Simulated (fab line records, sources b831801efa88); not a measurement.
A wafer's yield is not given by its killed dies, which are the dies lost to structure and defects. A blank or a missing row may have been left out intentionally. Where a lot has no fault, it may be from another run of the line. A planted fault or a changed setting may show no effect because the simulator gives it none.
Which of the tools did it? | flow gf180mcu | Sampling: 13 lots, 39 wafers, 4 of 602 route steps

WHAT THE GAUGES READ, wafer by wafer
GF_V5_THK_MEAS_25: measures by xrf. Usual: for V5_W_THK the level is 359 nm and the standard deviation is 5.7.
lot  | measured     | on            | V5_W_THK (nm) | flag
L703 | day 27 11:21 | film-metro-03 | 360 362 355   |
L704 | day 27 17:10 | film-metro-02 | 367 351 363   |
L706 | day 28 12:03 | film-metro-02 | 359 368 354   |
L707 | day 28 21:04 | film-metro-03 | 364 369 366   |
L712 | day 30 06:39 | film-metro-02 | 351 353 359   |
L713 | day 30 12:19 | film-metro-02 | 355 362 359   |
L714 | day 30 18:50 | film-metro-03 | 358 356 355   |
L715 | day 31 01:56 | film-metro-02 | 363 364 361   |
L719 | day 32 06:26 | film-metro-03 | 374 366 360   |
L722 | day 33 02:06 | film-metro-02 | 356 354 356   |
L723 | day 33 04:49 | film-metro-04 | 351 349 355   |
L724 | day 33 14:20 | film-metro-04 | 349 356 354   |
L725 | day 33 15:54 | film-metro-02 | 355 354 354   |

TOOL THAT RAN EACH LOT (tool first, then ch and the chambers of the sampled wafers, then the start)
lot  | GF_HV_LDD_STRIP_37                   | GF_M4_STRIP_17                       | GF_V4_SPUTTER_22
L703 | plasma-asher-01 ch 0,1, day 11 21:44 | plasma-asher-03 ch 0,1, day 23 15:40 | pvd-sputter-04, day 24 16:22
L704 | plasma-asher-03 ch 0,1, day 12 04:37 | plasma-asher-02 ch 0,1, day 23 23:27 | pvd-sputter-03, day 24 22:50
L706 | plasma-asher-01 ch 0,1, day 12 22:32 | plasma-asher-03 ch 0,1, day 24 20:44 | pvd-sputter-04, day 25 19:52
L707 | plasma-asher-03 ch 0,1, day 13 06:07 | plasma-asher-02 ch 0,1, day 25 05:50 | pvd-sputter-02, day 26 04:47
L712 | plasma-asher-01 ch 0,1, day 14 19:41 | plasma-asher-01 ch 0,1, day 26 20:36 | pvd-sputter-02, day 27 18:37
L713 | plasma-asher-03 ch 0,1, day 15 02:44 | plasma-asher-01 ch 0,1, day 27 01:05 | pvd-sputter-02, day 27 23:31
L714 | plasma-asher-03 ch 0,1, day 15 08:14 | plasma-asher-02 ch 0,1, day 27 08:26 | pvd-sputter-02, day 28 06:34
L715 | plasma-asher-04 ch 0,1, day 15 19:58 | plasma-asher-02 ch 0,1, day 27 17:26 | pvd-sputter-04, day 28 14:54
L719 | plasma-asher-04 ch 0,1, day 17 02:35 | plasma-asher-01 ch 0,1, day 29 01:17 | pvd-sputter-02, day 29 21:44
L722 | plasma-asher-01 ch 0,1, day 18 10:38 | plasma-asher-02 ch 0,1, day 30 00:02 | pvd-sputter-02, day 30 20:36
L723 | plasma-asher-03 ch 0,1, day 18 17:26 | plasma-asher-03 ch 0,1, day 30 04:33 | pvd-sputter-04, day 31 00:08
L724 | plasma-asher-04 ch 0,1, day 19 02:59 | plasma-asher-02 ch 1, day 30 14:14   | pvd-sputter-04, day 31 10:10
L725 | plasma-asher-03 ch 0,1, day 19 03:02 | plasma-asher-01 ch 0,1, day 30 14:39 | pvd-sputter-04, day 31 10:39
- GF_HV_LDD_STRIP_37: strips in O2/N2.
- GF_M4_STRIP_17: strips in O2/N2.
- GF_V4_SPUTTER_22: material TiN, target thk 10 nm, time 40 s.

AS READ BY THE TOOLS THEMSELVES (means over the sampled wafers that have a number; for cases with no such wafer, the mark the record gives instead)
GF_HV_LDD_STRIP_37. Usual: drypump-motor-current-A 5.8 A, standard deviation 0.36; heater-power-w 318 W, standard deviation 40; o2-flow-sccm 2999 sccm, standard deviation 8.7; oes-product-au 0.716 a.u., standard deviation 0.0044; strip-time-to-endpoint-s 12.63 s, standard deviation 0.04.
lot  | tool            | drypump-motor-current-A (A) | heater-power-w (W) | o2-flow-sccm (sccm) | oes-product-au (a.u.) | strip-time-to-endpoint-s (s) | flag
L703 | plasma-asher-01 | 5.8                         | 337                | 2999                | 0.720                 | 12.69                        |
L704 | plasma-asher-03 | 5.4                         | 336                | 2998                | 0.717                 | 12.63                        |
L706 | plasma-asher-01 | 5.8                         | 344                | 2997                | 0.713                 | 12.69                        |
L707 | plasma-asher-03 | 5.4                         | 339                | 3001                | 0.717                 | 12.62                        |
L712 | plasma-asher-01 | 5.7                         | 348                | 2990                | 0.714                 | 12.70                        |
L713 | plasma-asher-03 | 5.4                         | 335                | 3001                | 0.712                 | 12.62                        |
L714 | plasma-asher-03 | 5.7                         | 321                | 2997                | 0.718                 | 12.62                        |
L715 | plasma-asher-04 | 5.9                         | 295                | 3009                | 0.718                 | 12.61                        |
L719 | plasma-asher-04 | 5.9                         | 296                | 2991                | 0.715                 | 12.64                        |
L722 | plasma-asher-01 | 5.8                         | 340                | 3001                | 0.713                 | 12.65                        |
L723 | plasma-asher-03 | 5.4                         | 340                | 2991                | 0.717                 | 12.61                        |
L724 | plasma-asher-04 | 6.0                         | 275                | 3003                | 0.720                 | 12.61                        |
L725 | plasma-asher-03 | 5.4                         | 334                | 3002                | 0.720                 | 12.60                        |

GF_M4_STRIP_17. Usual: drypump-motor-current-A 5.64 A, standard deviation 0.28; heater-power-w 329 W, standard deviation 25; o2-flow-sccm 3000 sccm, standard deviation 9.5; oes-product-au 0.559 a.u., standard deviation 0.0051; strip-time-to-endpoint-s 7.91 s, standard deviation 0.044.
lot  | tool            | drypump-motor-current-A (A) | heater-power-w (W) | o2-flow-sccm (sccm) | oes-product-au (a.u.) | strip-time-to-endpoint-s (s) | flag
L703 | plasma-asher-03 | 5.71                        | 321                | 2996                | 0.559                 | 7.94                         |
L704 | plasma-asher-02 | 5.61                        | 314                | 3000                | 0.568                 | 7.97                         |
L706 | plasma-asher-03 | 5.45                        | 335                | 2998                | 0.554                 | 7.84                         |
L707 | plasma-asher-02 | 5.61                        | 316                | 3001                | 0.555                 | 7.93                         |
L712 | plasma-asher-01 | 5.79                        | 336                | 3010                | 0.559                 | 7.91                         |
L713 | plasma-asher-01 | 5.79                        | 334                | 2993                | 0.556                 | 7.86                         |
L714 | plasma-asher-02 | 5.60                        | 310                | 2997                | 0.558                 | 7.93                         |
L715 | plasma-asher-02 | 5.62                        | 313                | 3009                | 0.561                 | 7.94                         |
L719 | plasma-asher-01 | 5.68                        | 349                | 3002                | 0.561                 | 7.93                         |
L722 | plasma-asher-02 | 5.62                        | 312                | 2986                | 0.560                 | 7.91                         |
L723 | plasma-asher-03 | 5.43                        | 337                | 2997                | 0.554                 | 7.85                         |
L724 | plasma-asher-02 | 5.62                        | 318                | 3002                | 0.560                 | 7.94                         |
L725 | plasma-asher-01 | 5.68                        | 354                | 3014                | 0.562                 | 7.98                         |

GF_V4_SPUTTER_22. Usual: cathode-dc-power-W 4000.0 W, standard deviation 0.81; throttle-valve-pct 30.1 %, standard deviation 0.85.
lot  | tool           | cathode-dc-power-W (W) | throttle-valve-pct (%) | flag
L703 | pvd-sputter-04 | 4000.2                 | 30.3                   |
L704 | pvd-sputter-03 | 3999.7                 | 29.9                   |
L706 | pvd-sputter-04 | 4000.4                 | 30.0                   |
L707 | pvd-sputter-02 | 4000.1                 | 30.2                   |
L712 | pvd-sputter-02 | 4000.4                 | 29.2                   |
L713 | pvd-sputter-02 | 4000.7                 | 29.9                   |
L714 | pvd-sputter-02 | 3999.8                 | 30.1                   |
L715 | pvd-sputter-04 | 4000.4                 | 30.1                   |
L719 | pvd-sputter-02 | 4000.0                 | 30.4                   |
L722 | pvd-sputter-02 | 4000.3                 | 30.1                   |
L723 | pvd-sputter-04 | 3998.9                 | 30.1                   |
L724 | pvd-sputter-04 | 3999.4                 | 30.1                   |
L725 | pvd-sputter-04 | 4000.2                 | 30.0                   |

THE ANSWER, worked out from the rows above alone
Rule: lot off if the mean of its wafers having a number is beyond 3 standard deviations from the usual mean. A lot without any number at a reading at which 4 lots or more have one is off too. Where the step has rows for the other lots, those lots are counted as sound. After the gauges, taken in route order, come the tools' own readings; for these a lot's mean is taken, as printed above. At the first step where some lot is off, the reading lying furthest off is the one used; lots without a number count as furthest.
Nothing can be told from this: no lot is off at any reading shown.

WHAT THE SIMULATOR PUT IN
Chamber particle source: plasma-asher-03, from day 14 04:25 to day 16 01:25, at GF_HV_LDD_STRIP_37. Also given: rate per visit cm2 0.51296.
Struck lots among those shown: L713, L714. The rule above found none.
